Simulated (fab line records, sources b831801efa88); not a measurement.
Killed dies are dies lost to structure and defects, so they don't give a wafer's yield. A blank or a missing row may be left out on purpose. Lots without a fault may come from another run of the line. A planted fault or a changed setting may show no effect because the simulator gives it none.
fab line records | flow sky130
record lots=5 wafers=15 last_day=49
route steps=708 shown VT_ADJUST_LVTN@105 VT_ADJUST_NCORE@119
lots that met no fault: from a run of the same line without faults
start_h: hours from the record's first day to the start of the lot's first wafer shown | wait_h: hours since the lot's step before | " the same as in the row above | L1.1+2: a row that stands for several wafers | - no value, or no start given | * or withheld: withheld | < > ~ a bound
route shown NAME@n: a module of which the file shows steps, and the number in the route of the first | usual: mean/standard deviation of fault-free wafers | same: alike in all rows | chamber/n: place in a boat | sites: the reading at each site | _std_site: their standard deviation | _edge_site: outer sites' mean less inner sites' | radius_mm: how far each site lies from the wafer's centre | mask NAME#n: copy n | behind: the tool/chamber that last shaped the wafer | hold: why the lot was held/for how many hours/how that ended | device: the transistor (n, p or np) that didn't switch | end of line: the same wafers' tests at the end of the route | a step without rows: its recipe alone | killed: dies lost to structure and defects at the first sort, not the wafer's yield | map: a wafer's dies, x killed, . not, _ none there
set.NAME: the setting as run; set.NAME@STEP: as run at that earlier step | model.NAME: the simulator's own value behind a step, which no gauge read
lots at some steps of the route; a table a step, a row a wafer
services: from which hour (start_h, from the record's first day; less than 0 if before it) a tool's chamber was out of use, for how many hours, and why
## steps
# step SKY_VT_ADJUST_LVTN_IMPLANT_08
# recipe species=B energy_kev=30 dose_cm2=1.57e+12 tilt_deg=withheld
# usual beam_energy_keV=30.002/0.0097 end_station_pressure_torr=4.97e-06/2.9e-07
# columns lot.wafer tool chamber start_h wait_h beam_energy_keV end_station_pressure_torr
L075.1 implanter-01 0 147.45 0.0 29.993 4.64e-06
L075.2 " 0 " " 29.986 4.75e-06
L075.4 " 0 " " 29.991 5.09e-06
L081.1 implanter-02 0 187.44 0.0 30.006 5.04e-06
L081.2 " 0 " " 29.996 4.61e-06
L081.3 " 0 " " 30.008 5.09e-06
L086.1 implanter-01 0 219.65 0.0 30.023 4.87e-06
L086.4 " 0 " " 30.002 5.01e-06
L086.6 " 0 " " 30.004 4.9e-06
L090.1 implanter-01 0 249.44 0.0 29.993 5.13e-06
L090.2 " 0 " " 29.980 4.81e-06
L090.4 " 0 " " 29.996 5.05e-06
L095.1 implanter-01 0 279.05 0.0 29.996 4.51e-06
L095.2 " 0 " " 30.000 5.1e-06
L095.4 " 0 " " 30.001 4.67e-06
# step SKY_VT_ADJUST_LVTN_STRIP_09
# recipe chemistry=O2/N2 power_w=1400 pressure_mtorr=1500 platen_temp_c=withheld o2_flow_sccm=3000 n2_flow_sccm=300 overash_fraction=0.5
# usual drypump_motor_current_A=5.6/0.65 oes_product_au=0.722/0.0047 strip_time_to_endpoint_s=36.87/0.11
# columns lot.wafer tool chamber start_h wait_h drypump_motor_current_A oes_product_au rf_hours_counter_h strip_time_to_endpoint_s
L075.1 plasma_asher-01 0 147.60 0.1 5.2 0.718 34 36.84
L075.2 " 1 " " 5.8 0.723 34 36.93
L075.4 " 0 " " 5.2 0.731 - 36.87
L081.1 plasma_asher-02 1 187.59 0.1 4.8 0.727 47 37.04
L081.2 " 0 " " 6.4 0.717 47 37.00
L081.3 " 1 " " 4.9 0.730 - 36.93
L086.1 plasma_asher-01 1 219.80 0.1 5.9 0.724 42 37.00
L086.4 " 1 " " 5.9 0.726 - 36.96
L086.6 " 0 " " 5.2 0.721 - 36.95
L090.1 plasma_asher-02 0 249.59 0.1 6.4 0.723 53 36.68
L090.2 " 1 " " 4.9 0.734 53 36.74
L090.4 " 1 " " 4.8 0.719 - 36.86
L095.1 plasma_asher-01 0 279.20 0.1 5.2 0.725 47 36.72
L095.2 " 1 " " 5.8 0.720 47 36.82
L095.4 " 0 " " 5.2 0.718 - 36.66
# step SKY_VT_ADJUST_LVTN_TW_MEAS_10
# usual VT_ADJUST_LVTN_TW=241.2/1.5
# columns lot.wafer tool chamber start_h wait_h VT_ADJUST_LVTN_TW
L075.1 film_metro-04 - 147.70 0.1 241.3
L075.2 " - " " 240.7
L075.4 " - " " 241.2
L081.1 film_metro-01 - 187.69 0.1 241.5
L081.2 " - " " 240.4
L081.3 " - " " 241.3
L086.1 film_metro-01 - 219.90 0.1 240.8
L086.4 " - " " 241.6
L086.6 " - " " 240.0
L090.1 film_metro-01 - 249.69 0.1 240.3
L090.2 " - " " 240.6
L090.4 " - " " 240.5
L095.1 film_metro-01 - 279.30 0.1 239.8
L095.2 " - " " 239.1
L095.4 " - " " 239.7
# step SKY_VT_ADJUST_LVTN_DEHYDRATE_11
# recipe temp_c=200 time_s=60
# usual exhaust_pa=45.0/0.87
# columns lot.wafer tool chamber start_h wait_h exhaust_pa
L075.1 litho_track-01 0 157.58 9.9 44.5
L075.2 " 0 " " 44.2
L075.4 " 0 " " 44.3
L081.1 litho_track-01 0 197.73 10.0 44.4
L081.2 " 0 " " 44.6
L081.3 " 0 " " 44.6
L086.1 litho_track-01 0 230.53 10.6 44.8
L086.4 " 0 " " 46.1
L086.6 " 0 " " 46.4
L090.1 litho_track-03 0 260.25 10.6 45.1
L090.2 " 0 " " 44.4
L090.4 " 0 " " 43.0
L095.1 litho_track-01 0 290.28 11.0 45.1
L095.2 " 0 " " 44.1
L095.4 " 0 " " 44.5
# step SKY_VT_ADJUST_LVTN_HMDS_12
# recipe prime_time_s=60 prime_temp_c=120
# usual exhaust_pa=45.1/1
# columns lot.wafer tool chamber start_h wait_h exhaust_pa
L075.1 litho_track-01 0 157.73 0.1 44.2
L075.2 " 0 " " 44.7
L075.4 " 0 " " 44.5
L081.1 litho_track-01 0 197.88 0.1 45.6
L081.2 " 0 " " 45.0
L081.3 " 0 " " 45.9
L086.1 litho_track-01 0 230.68 0.1 44.5
L086.4 " 0 " " 44.0
L086.6 " 0 " " 43.5
L090.1 litho_track-03 0 260.40 0.1 46.2
L090.2 " 0 " " 47.0
L090.4 " 0 " " 46.6
L095.1 litho_track-01 0 290.43 0.1 45.3
L095.2 " 0 " " 43.4
L095.4 " 0 " " 44.4
# step SKY_VT_ADJUST_LVTN_COAT_13
# recipe resist=NOVOLAK spin_rpm=3000 resist_thk_nm=1140
# usual exhaust_pa=45.0/0.85
# columns lot.wafer tool chamber start_h wait_h exhaust_pa
L075.1 litho_track-01 0 157.88 0.1 43.7
L075.2 " 0 " " 44.4
L075.4 " 0 " " 43.9
L081.1 litho_track-01 0 198.03 0.1 45.2
L081.2 " 0 " " 45.8
L081.3 " 0 " " 45.1
L086.1 litho_track-01 0 230.83 0.1 44.9
L086.4 " 0 " " 45.1
L086.6 " 0 " " 44.1
L090.1 litho_track-03 0 260.55 0.1 44.6
L090.2 " 0 " " 44.9
L090.4 " 0 " " 45.0
L095.1 litho_track-01 0 290.58 0.1 45.4
L095.2 " 0 " " 45.9
L095.4 " 0 " " 44.7
# step SKY_VT_ADJUST_LVTN_SOFTBAKE_14
# recipe temp_c=90 time_s=60 resist=NOVOLAK
# usual exhaust_pa=44.7/1
# columns lot.wafer tool chamber start_h wait_h exhaust_pa
L075.1 litho_track-01 0 158.03 0.1 44.5
L075.2 " 0 " " 44.2
L075.4 " 0 " " 44.1
L081.1 litho_track-01 0 198.18 0.1 45.5
L081.2 " 0 " " 45.1
L081.3 " 0 " " 46.3
L086.1 litho_track-01 0 230.98 0.1 44.9
L086.4 " 0 " " 43.5
L086.6 " 0 " " 44.2
L090.1 litho_track-03 0 260.70 0.1 44.4
L090.2 " 0 " " 43.6
L090.4 " 0 " " 44.0
L095.1 litho_track-01 0 290.73 0.1 46.6
L095.2 " 0 " " 46.0
L095.4 " 0 " " 44.6
# step SKY_VT_ADJUST_LVTN_EXPOSE_15
# recipe mask_id=HVN_STD_DERIVED na=0.6 source_shape=conventional sigma_outer=0.6 polarization=unpolarized target_cd_nm=600 dose_mj=163
# columns lot.wafer tool chamber start_h wait_h mask
L075.1+2+4 iline_stepper-02 0 - - HVN_STD_DERIVED#0
L081.1+2+3 iline_stepper-01 0 - - HVN_STD_DERIVED#0
L086.1+4+6 iline_stepper-02 0 - - HVN_STD_DERIVED#0
L090.1+2+4 iline_stepper-01 0 - - HVN_STD_DERIVED#0
L095.1+2+4 iline_stepper-01 0 - - HVN_STD_DERIVED#0
# step SKY_VT_ADJUST_LVTN_PEB_16
# recipe temp_c=withheld time_s=* resist=NOVOLAK
# usual exhaust_pa=44.9/0.9
# columns lot.wafer tool chamber start_h wait_h exhaust_pa
L075.1 litho_track-03 0 - - 46.8
L075.2 " 0 " " 46.2
L075.4 " 0 " " 45.8
L081.1 litho_track-02 0 - - 43.9
L081.2 " 0 " " 46.2
L081.3 " 0 " " 45.0
L086.1 litho_track-03 0 - - 44.6
L086.4 " 0 " " 44.7
L086.6 " 0 " " 45.5
L090.1 litho_track-03 0 - - 45.5
L090.2 " 0 " " 45.1
L090.4 " 0 " " 44.0
L095.1 litho_track-03 0 - - 45.4
L095.2 " 0 " " 43.8
L095.4 " 0 " " 43.6
# step SKY_VT_ADJUST_LVTN_DEVELOP_17
# recipe resist=NOVOLAK developer=TMAH develop_time_s=60 dev_temp_c=23
# usual exhaust_pa=45.0/0.96
# columns lot.wafer tool chamber start_h wait_h exhaust_pa
L075.1 litho_track-03 0 167.46 0.1 44.8
L075.2 " 0 " " 46.0
L075.4 " 0 " " 44.0
L081.1 litho_track-02 0 208.91 0.1 44.3
L081.2 " 0 " " 44.2
L081.3 " 0 " " 46.6
L086.1 litho_track-03 0 242.40 0.1 43.9
L086.4 " 0 " " 45.3
L086.6 " 0 " " 43.5
L090.1 litho_track-03 0 272.40 0.1 46.1
L090.2 " 0 " " 45.8
L090.4 " 0 " " 44.4
L095.1 litho_track-03 0 303.40 0.1 45.6
L095.2 " 0 " " 46.1
L095.4 " 0 " " 45.1
# step SKY_VT_ADJUST_LVTN_OVL_MEAS_18
# usual VT_ADJUST_LVTN_01_OVL=-0.2/1.4
# columns lot.wafer tool chamber start_h wait_h VT_ADJUST_LVTN_01_OVL[nm]
L075.1 overlay-01 - 167.61 0.1 -1.9
L075.2 " - " " -1.2
L075.4 " - " " 1.1
L081.1 overlay-01 - 209.06 0.1 -2.3
L081.2 " - " " -0.1
L081.3 " - " " -0.5
L086.1 overlay-01 - 242.55 0.1 -3.3
L086.4 " - " " -1.1
L086.6 " - " " -1.0
L090.1 overlay-01 - 272.55 0.1 0.0
L090.2 " - " " -1.8
L090.4 " - " " -1.6
L095.1 overlay-01 - 303.55 0.1 -0.4
L095.2 " - " " -0.3
L095.4 " - " " -0.7
# step SKY_VT_ADJUST_LVTN_IMPLANT_19
# recipe species=B energy_kev=30 dose_cm2=6.5e+11 tilt_deg=withheld
# usual beam_energy_keV=30.001/0.008 end_station_pressure_torr=4.98e-06/2.8e-07
# columns lot.wafer tool chamber start_h wait_h beam_energy_keV end_station_pressure_torr
L075.1 implanter-02 0 167.64 0.0 29.986 5.21e-06
L075.2 " 0 " " 30.001 4.58e-06
L075.4 " 0 " " 29.994 4.74e-06
L081.1 implanter-02 0 209.10 0.0 30.000 4.75e-06
L081.2 " 0 " " 30.007 4.64e-06
L081.3 " 0 " " 30.020 5.33e-06
L086.1 implanter-01 0 242.59 0.0 29.988 4.69e-06
L086.4 " 0 " " 30.003 5.02e-06
L086.6 " 0 " " 29.993 4.95e-06
L090.1 implanter-01 0 272.59 0.0 29.999 5.73e-06
L090.2 " 0 " " 29.996 5.06e-06
L090.4 " 0 " " 29.987 4.95e-06
L095.1 implanter-01 0 303.59 0.0 30.006 4.93e-06
L095.2 " 0 " " 30.007 4.79e-06
L095.4 " 0 " " 29.997 4.91e-06
# step SKY_VT_ADJUST_LVTN_STRIP_20
# recipe chemistry=O2/N2 power_w=1400 pressure_mtorr=1500 platen_temp_c=withheld o2_flow_sccm=3000 n2_flow_sccm=300 overash_fraction=0.5
# usual drypump_motor_current_A=5.6/0.64 oes_product_au=0.715/0.0045 strip_time_to_endpoint_s=14.18/0.041
# columns lot.wafer tool chamber start_h wait_h drypump_motor_current_A oes_product_au rf_hours_counter_h strip_time_to_endpoint_s
L075.1 plasma_asher-01 1 167.79 0.1 5.8 0.711 37 14.18
L075.2 " 0 " " 5.2 0.716 37 14.17
L075.4 " 1 " " 5.8 0.719 - 14.18
L081.1 plasma_asher-03 0 209.25 0.1 6.2 0.716 54 14.22
L081.2 " 1 " " 4.9 0.713 54 14.18
L081.3 " 1 " " 4.9 0.709 - 14.17
L086.1 plasma_asher-03 1 242.74 0.1 4.9 0.712 57 14.18
L086.4 " 1 " " 4.9 0.717 - 14.21
L086.6 " 0 " " 6.3 0.721 - 14.12
L090.1 plasma_asher-01 1 272.74 0.1 5.9 0.706 47 14.16
L090.2 " 0 " " 5.2 0.711 47 14.17
L090.4 " 1 " " 5.8 0.720 - 14.11
L095.1 plasma_asher-03 0 303.74 0.1 6.3 0.726 64 14.21
L095.2 " 1 " " 4.9 0.718 64 14.16
L095.4 " 1 " " 4.9 0.719 - 14.18
# step SKY_VT_ADJUST_LVTN_TW_MEAS_21
# usual VT_ADJUST_LVTN_2_TW=188.5/1.2
# columns lot.wafer tool chamber start_h wait_h VT_ADJUST_LVTN_2_TW
L075.1 film_metro-01 - 167.89 0.1 187.4
L075.2 " - " " 187.8
L075.4 " - " " 187.1
L081.1 film_metro-04 - 209.35 0.1 189.1
L081.2 " - " " 189.6
L081.3 " - " " 188.6
L086.1 film_metro-04 - 242.84 0.1 188.0
L086.4 " - " " 187.9
L086.6 " - " " 189.0
L090.1 film_metro-04 - 272.84 0.1 189.5
L090.2 " - " " 189.8
L090.4 " - " " 189.8
L095.1 film_metro-02 - 303.84 0.1 190.0
L095.2 " - " " 190.7
L095.4 " - " " 189.8
# step SKY_VT_ADJUST_NCORE_DEHYDRATE_00
# recipe temp_c=200 time_s=60
# usual exhaust_pa=45.0/0.96
# columns lot.wafer tool chamber start_h wait_h exhaust_pa
L075.1 litho_track-03 0 177.90 10.0 45.8
L075.2 " 0 " " 46.6
L075.4 " 0 " " 45.6
L081.1 litho_track-03 0 219.00 9.6 45.3
L081.2 " 0 " " 44.1
L081.3 " 0 " " 45.5
L086.1 litho_track-03 0 253.80 11.0 46.5
L086.4 " 0 " " 44.5
L086.6 " 0 " " 45.6
L090.1 litho_track-03 0 284.65 11.8 44.9
L090.2 " 0 " " 43.8
L090.4 " 0 " " 43.4
L095.1 litho_track-04 0 315.69 11.8 45.0
L095.2 " 0 " " 44.2
L095.4 " 0 " " 45.1
# step SKY_VT_ADJUST_NCORE_HMDS_01
# recipe prime_time_s=60 prime_temp_c=120
# usual exhaust_pa=44.9/0.89
# columns lot.wafer tool chamber start_h wait_h exhaust_pa
L075.1 litho_track-03 0 178.05 0.1 44.5
L075.2 " 0 " " 45.6
L075.4 " 0 " " 43.7
L081.1 litho_track-03 0 219.15 0.1 45.9
L081.2 " 0 " " 45.3
L081.3 " 0 " " 44.8
L086.1 litho_track-03 0 253.95 0.1 45.3
L086.4 " 0 " " 45.1
L086.6 " 0 " " 45.4
L090.1 litho_track-03 0 284.80 0.1 45.4
L090.2 " 0 " " 44.1
L090.4 " 0 " " 44.5
L095.1 litho_track-04 0 315.84 0.1 45.4
L095.2 " 0 " " 45.1
L095.4 " 0 " " 43.4
# step SKY_VT_ADJUST_NCORE_COAT_02
# recipe resist=NOVOLAK spin_rpm=3000 resist_thk_nm=1140
# usual exhaust_pa=45.1/0.89
# columns lot.wafer tool chamber start_h wait_h exhaust_pa
L075.1 litho_track-03 0 178.20 0.1 46.0
L075.2 " 0 " " 45.0
L075.4 " 0 " " 43.8
L081.1 litho_track-03 0 219.30 0.1 44.4
L081.2 " 0 " " 46.8
L081.3 " 0 " " 45.3
L086.1 litho_track-03 0 254.10 0.1 44.2
L086.4 " 0 " " 44.6
L086.6 " 0 " " 45.5
L090.1 litho_track-03 0 284.95 0.1 45.6
L090.2 " 0 " " 46.0
L090.4 " 0 " " 44.4
L095.1 litho_track-04 0 315.99 0.1 44.8
L095.2 " 0 " " 45.6
L095.4 " 0 " " 44.7
# step SKY_VT_ADJUST_NCORE_SOFTBAKE_03
# recipe temp_c=90 time_s=60 resist=NOVOLAK
# usual exhaust_pa=45.2/0.87
# columns lot.wafer tool chamber start_h wait_h exhaust_pa
L075.1 litho_track-03 0 178.35 0.1 45.5
L075.2 " 0 " " 45.6
L075.4 " 0 " " 45.3
L081.1 litho_track-03 0 219.45 0.1 47.1
L081.2 " 0 " " 46.6
L081.3 " 0 " " 44.6
L086.1 litho_track-03 0 254.25 0.1 45.3
L086.4 " 0 " " 44.4
L086.6 " 0 " " 44.2
L090.1 litho_track-03 0 285.10 0.1 46.0
L090.2 " 0 " " 45.1
L090.4 " 0 " " 45.8
L095.1 litho_track-04 0 316.14 0.1 44.4
L095.2 " 0 " " 45.1
L095.4 " 0 " " 45.4
# step SKY_VT_ADJUST_NCORE_EXPOSE_04
# recipe mask_id=LVTN_COMPLEMENT_THIN na=0.6 source_shape=conventional sigma_outer=0.6 polarization=unpolarized target_cd_nm=380 dose_mj=139
# columns lot.wafer tool chamber start_h wait_h mask
L075.1+2+4 iline_stepper-02 0 - - LVTN_COMPLEMENT_THIN#0
L081.1+2+3 iline_stepper-01 0 - - LVTN_COMPLEMENT_THIN#0
L086.1+4+6 iline_stepper-01 0 - - LVTN_COMPLEMENT_THIN#0
L090.1+2+4 iline_stepper-02 0 - - LVTN_COMPLEMENT_THIN#0
L095.1+2+4 iline_stepper-02 0 - - LVTN_COMPLEMENT_THIN#0
# step SKY_VT_ADJUST_NCORE_PEB_05
# recipe temp_c=withheld time_s=* resist=NOVOLAK
# usual exhaust_pa=45.1/0.9
# columns lot.wafer tool chamber start_h wait_h exhaust_pa
L075.1 litho_track-02 0 - - 44.4
L075.2 " 0 " " 45.8
L075.4 " 0 " " 44.7
L081.1 litho_track-04 0 - - 43.9
L081.2 " 0 " " 45.6
L081.3 " 0 " " 44.4
L086.1 litho_track-02 0 - - 45.6
L086.4 " 0 " " 46.0
L086.6 " 0 " " 45.1
L090.1 litho_track-03 0 - - 44.3
L090.2 " 0 " " 45.4
L090.4 " 0 " " 45.5
L095.1 litho_track-02 0 - - 45.3
L095.2 " 0 " " 45.6
L095.4 " 0 " " 45.6
# step SKY_VT_ADJUST_NCORE_DEVELOP_06
# recipe resist=NOVOLAK developer=TMAH develop_time_s=60 dev_temp_c=23
# usual exhaust_pa=44.8/0.98
# columns lot.wafer tool chamber start_h wait_h exhaust_pa
L075.1 litho_track-02 0 188.41 0.1 44.0
L075.2 " 0 " " 43.9
L075.4 " 0 " " 45.1
L081.1 litho_track-04 0 230.54 0.1 44.5
L081.2 " 0 " " 45.2
L081.3 " 0 " " 44.9
L086.1 litho_track-02 0 265.96 0.1 44.6
L086.4 " 0 " " 44.6
L086.6 " 0 " " 43.5
L090.1 litho_track-03 0 297.50 0.1 46.3
L090.2 " 0 " " 46.1
L090.4 " 0 " " 45.7
L095.1 litho_track-02 0 328.71 0.1 43.6
L095.2 " 0 " " 43.2
L095.4 " 0 " " 44.1
# step SKY_VT_ADJUST_NCORE_CD_MEAS_07
# recipe target_cd_nm=380
# usual cd_nm=380.1/2.6
# columns lot.wafer tool chamber start_h wait_h cd_nm
L075.1 cd_sem-01 - 188.56 0.1 378.8
L075.2 " - " " 381.6
L075.4 " - " " 384.1
L081.1 cd_sem-01 - 230.69 0.1 385.1
L081.2 " - " " 381.8
L081.3 " - " " 382.9
L086.1 cd_sem-01 - 266.11 0.1 375.3
L086.4 " - " " 374.1
L086.6 " - " " 376.0
L090.1 cd_sem-01 - 297.65 0.1 377.6
L090.2 " - " " 377.7
L090.4 " - " " 380.3
L095.1 cd_sem-01 - 328.86 0.1 380.1
L095.2 " - " " 381.0
L095.4 " - " " 384.0
## services
# columns tool chamber start_h hours kind
litho_track-04 - 131.23 - consumable_replace:filter
plasma_asher-02 - 155.94 14.6 pm
iline_stepper-02 - 164.18 1.0 repair
plasma_asher-03 - 170.99 1.3 repair
iline_stepper-01 0 197.88 - calibration
implanter-02 - 212.21 4.0 pm
iline_stepper-02 - 218.74 2.1 pm
iline_stepper-02 - 220.82 - consumable_replace:lamp
implanter-01 - 222.65 4.8 repair
implanter-02 - 227.04 106.0 repair
iline_stepper-01 - 229.50 2.1 pm
iline_stepper-01 - 231.59 - consumable_replace:lamp
iline_stepper-01 - 270.55 5.6 repair
iline_stepper-02 - 276.83 1.7 pm
iline_stepper-02 0 279.65 - calibration
plasma_asher-01 - 284.15 28.1 pm
iline_stepper-01 - 297.73 1.7 pm
implanter-02 - 326.89 1.3 repair
## key
fault none
